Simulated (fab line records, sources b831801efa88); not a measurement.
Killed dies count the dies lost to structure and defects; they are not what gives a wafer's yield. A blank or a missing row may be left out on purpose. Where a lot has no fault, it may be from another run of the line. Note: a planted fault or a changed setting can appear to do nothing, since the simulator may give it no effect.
Matching of chambers || flow sky130 || SKY_VIA2_CMP_24 on cmp-01 has 4 sister chambers
The step polishes, stops on SiO2, t overpolish 20 s, target thk 0 nm. 33 wafers are shown with their chamber, then 12 later ones without.

WAFERS WITH THEIR CHAMBER
{"wafer": "L075.1", "chamber": 2, "motor-current-A (A)": 10.3, "time-to-endpoint-s (s)": 99, "overpolish-run-s (s)": 19.995}
{"wafer": "L075.3", "chamber": 1, "motor-current-A (A)": 12.2, "time-to-endpoint-s (s)": 101, "overpolish-run-s (s)": 20.019}
{"wafer": "L075.4", "chamber": 3, "motor-current-A (A)": 11.3, "time-to-endpoint-s (s)": 102, "overpolish-run-s (s)": 19.986}
{"wafer": "L079.1", "chamber": 2, "motor-current-A (A)": 10.5, "time-to-endpoint-s (s)": 99, "overpolish-run-s (s)": 19.993}
{"wafer": "L079.2", "chamber": 0, "motor-current-A (A)": 10.2, "time-to-endpoint-s (s)": 103, "overpolish-run-s (s)": 19.988}
{"wafer": "L079.5", "chamber": 0, "motor-current-A (A)": 11.0, "time-to-endpoint-s (s)": 103, "overpolish-run-s (s)": 20.004}
{"wafer": "L078.1", "chamber": 3, "motor-current-A (A)": 11.3, "time-to-endpoint-s (s)": 102, "overpolish-run-s (s)": 19.990}
{"wafer": "L078.2", "chamber": 1, "motor-current-A (A)": 12.0, "time-to-endpoint-s (s)": 105, "overpolish-run-s (s)": 19.981}
{"wafer": "L078.5", "chamber": 0, "motor-current-A (A)": 10.7, "time-to-endpoint-s (s)": 101, "overpolish-run-s (s)": 20.011}
{"wafer": "L082.1", "chamber": 1, "motor-current-A (A)": 11.7, "time-to-endpoint-s (s)": 99, "overpolish-run-s (s)": 20.006}
{"wafer": "L082.2", "chamber": 2, "motor-current-A (A)": 9.6, "time-to-endpoint-s (s)": 98, "overpolish-run-s (s)": 20.009}
{"wafer": "L082.5", "chamber": 3, "motor-current-A (A)": 11.2, "time-to-endpoint-s (s)": 99, "overpolish-run-s (s)": 20.013}
{"wafer": "L081.1", "chamber": 2, "motor-current-A (A)": 10.0, "time-to-endpoint-s (s)": 97, "overpolish-run-s (s)": 20.005}
{"wafer": "L081.2", "chamber": 1, "motor-current-A (A)": 11.5, "time-to-endpoint-s (s)": 101, "overpolish-run-s (s)": 19.997}
{"wafer": "L081.4", "chamber": 3, "motor-current-A (A)": 10.9, "time-to-endpoint-s (s)": 104, "overpolish-run-s (s)": 19.986}
{"wafer": "L085.3", "chamber": 1, "motor-current-A (A)": 11.8, "time-to-endpoint-s (s)": 101, "overpolish-run-s (s)": 20.001}
{"wafer": "L085.5", "chamber": 3, "motor-current-A (A)": 11.1, "time-to-endpoint-s (s)": 102, "overpolish-run-s (s)": 20.010}
{"wafer": "L085.6", "chamber": 0, "motor-current-A (A)": 10.7, "time-to-endpoint-s (s)": 105, "overpolish-run-s (s)": 19.993}
{"wafer": "L083.1", "chamber": 3, "motor-current-A (A)": 10.7, "time-to-endpoint-s (s)": 100, "overpolish-run-s (s)": 19.999}
{"wafer": "L083.3", "chamber": 2, "motor-current-A (A)": 10.1, "time-to-endpoint-s (s)": 102, "overpolish-run-s (s)": 19.982}
{"wafer": "L083.5", "chamber": 2, "motor-current-A (A)": 10.4, "time-to-endpoint-s (s)": 100, "overpolish-run-s (s)": 19.988}
{"wafer": "L087.2", "chamber": 0, "motor-current-A (A)": 10.9, "time-to-endpoint-s (s)": 97, "overpolish-run-s (s)": 20.000}
{"wafer": "L087.5", "chamber": 2, "motor-current-A (A)": 9.9, "time-to-endpoint-s (s)": 93, "overpolish-run-s (s)": 20.003}
{"wafer": "L087.6", "chamber": 3, "motor-current-A (A)": 11.2, "time-to-endpoint-s (s)": 100, "overpolish-run-s (s)": 19.996}
{"wafer": "L086.1", "chamber": 1, "motor-current-A (A)": 11.8, "time-to-endpoint-s (s)": 106, "overpolish-run-s (s)": 19.982}
{"wafer": "L086.2", "chamber": 3, "motor-current-A (A)": 10.7, "time-to-endpoint-s (s)": 105, "overpolish-run-s (s)": 19.993}
{"wafer": "L086.3", "chamber": 0, "motor-current-A (A)": 10.4, "time-to-endpoint-s (s)": 104, "overpolish-run-s (s)": 20.004}
{"wafer": "L088.1", "chamber": 1, "motor-current-A (A)": 11.0, "time-to-endpoint-s (s)": 100, "overpolish-run-s (s)": 20.005}
{"wafer": "L088.2", "chamber": 0, "motor-current-A (A)": 10.7, "time-to-endpoint-s (s)": 100, "overpolish-run-s (s)": 20.021}
{"wafer": "L088.4", "chamber": 2, "motor-current-A (A)": 10.3, "time-to-endpoint-s (s)": 96, "overpolish-run-s (s)": 20.002}
{"wafer": "L089.1", "chamber": 1, "motor-current-A (A)": 11.0, "time-to-endpoint-s (s)": 104, "overpolish-run-s (s)": 20.007}
{"wafer": "L089.2", "chamber": 2, "motor-current-A (A)": 10.5, "time-to-endpoint-s (s)": 97, "overpolish-run-s (s)": 20.001}
{"wafer": "L089.4", "chamber": 0, "motor-current-A (A)": 10.7, "time-to-endpoint-s (s)": 102, "overpolish-run-s (s)": 20.008}

SIGNATURES (means of the wafers above)
{"reading": "motor-current-A", "chamber 0": 10.662, "chamber 1": 11.625, "chamber 2": 10.178, "chamber 3": 11.050, "scatter within a chamber": 0.32}
{"reading": "time-to-endpoint-s", "chamber 0": 101.88, "chamber 1": 102.12, "chamber 2": 97.89, "chamber 3": 101.75, "scatter within a chamber": 2.44}
{"reading": "overpolish-run-s", "chamber 0": 20.00362, "chamber 1": 19.99975, "chamber 2": 19.99756, "chamber 3": 19.99663, "scatter within a chamber": 0.0106}
Rule: a wafer lies at a distance from a chamber equal to the root of the sum of squares, over the readings, of (its reading less the chamber's mean, divided by the reading's scatter). The wafer belongs to the nearest chamber; if the next one is less than 2 further off, it can't be placed. The scatter: take each reading less its chamber's mean, square it, sum over the shown wafers, divide by the number of wafers less the number of chambers, and take the root.

WAFERS WITH NO CHAMBER GIVEN
{"wafer": "L090.2", "motor-current-A (A)": 10.4, "time-to-endpoint-s (s)": 100, "overpolish-run-s (s)": 20.005}
{"wafer": "L090.4", "motor-current-A (A)": 11.7, "time-to-endpoint-s (s)": 104, "overpolish-run-s (s)": 19.998}
{"wafer": "L090.6", "motor-current-A (A)": 10.8, "time-to-endpoint-s (s)": 96, "overpolish-run-s (s)": 20.015}
{"wafer": "L092.2", "motor-current-A (A)": 11.0, "time-to-endpoint-s (s)": 93, "overpolish-run-s (s)": 20.007}
{"wafer": "L092.4", "motor-current-A (A)": 12.0, "time-to-endpoint-s (s)": 98, "overpolish-run-s (s)": 20.033}
{"wafer": "L092.5", "motor-current-A (A)": 10.6, "time-to-endpoint-s (s)": 99, "overpolish-run-s (s)": 19.984}
{"wafer": "L095.1", "motor-current-A (A)": 11.1, "time-to-endpoint-s (s)": 102, "overpolish-run-s (s)": 19.990}
{"wafer": "L095.3", "motor-current-A (A)": 10.0, "time-to-endpoint-s (s)": 101, "overpolish-run-s (s)": 20.016}
{"wafer": "L095.5", "motor-current-A (A)": 10.6, "time-to-endpoint-s (s)": 104, "overpolish-run-s (s)": 20.003}
{"wafer": "L096.1", "motor-current-A (A)": 10.2, "time-to-endpoint-s (s)": 104, "overpolish-run-s (s)": 20.003}
{"wafer": "L096.3", "motor-current-A (A)": 10.3, "time-to-endpoint-s (s)": 95, "overpolish-run-s (s)": 20.013}
{"wafer": "L096.5", "motor-current-A (A)": 10.3, "time-to-endpoint-s (s)": 99, "overpolish-run-s (s)": 19.994}

WHICH CHAMBER EACH ONE RAN IN
{"wafer": "L090.2", "from the rows above": "can't be placed: 0 or 2 or 3", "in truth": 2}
{"wafer": "L090.4", "from the rows above": "can't be placed: 1 or 3", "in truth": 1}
{"wafer": "L090.6", "from the rows above": "can't be placed: 2 or 0 or 3 or 1", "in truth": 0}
{"wafer": "L092.2", "from the rows above": "can't be placed: 2 or 3 or 0 or 1", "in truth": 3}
{"wafer": "L092.4", "from the rows above": "can't be placed: 1 or 3 or 0", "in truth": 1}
{"wafer": "L092.5", "from the rows above": "can't be placed: 2 or 3 or 0 or 1", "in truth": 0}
{"wafer": "L095.1", "from the rows above": "can't be placed: 3 or 0 or 1", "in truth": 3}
{"wafer": "L095.3", "from the rows above": "can't be placed: 2 or 0 or 3", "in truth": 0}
{"wafer": "L095.5", "from the rows above": "can't be placed: 0 or 3 or 2", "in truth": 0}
{"wafer": "L096.1", "from the rows above": "can't be placed: 0 or 2 or 3", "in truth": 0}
{"wafer": "L096.3", "from the rows above": "can't be placed: 2 or 0", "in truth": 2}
{"wafer": "L096.5", "from the rows above": "can't be placed: 2 or 0 or 3", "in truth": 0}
Placed correctly: 0 of 12. Unplaceable from these rows: 12, with the true chamber sitting among the candidates in 12. 0 placed wrongly.
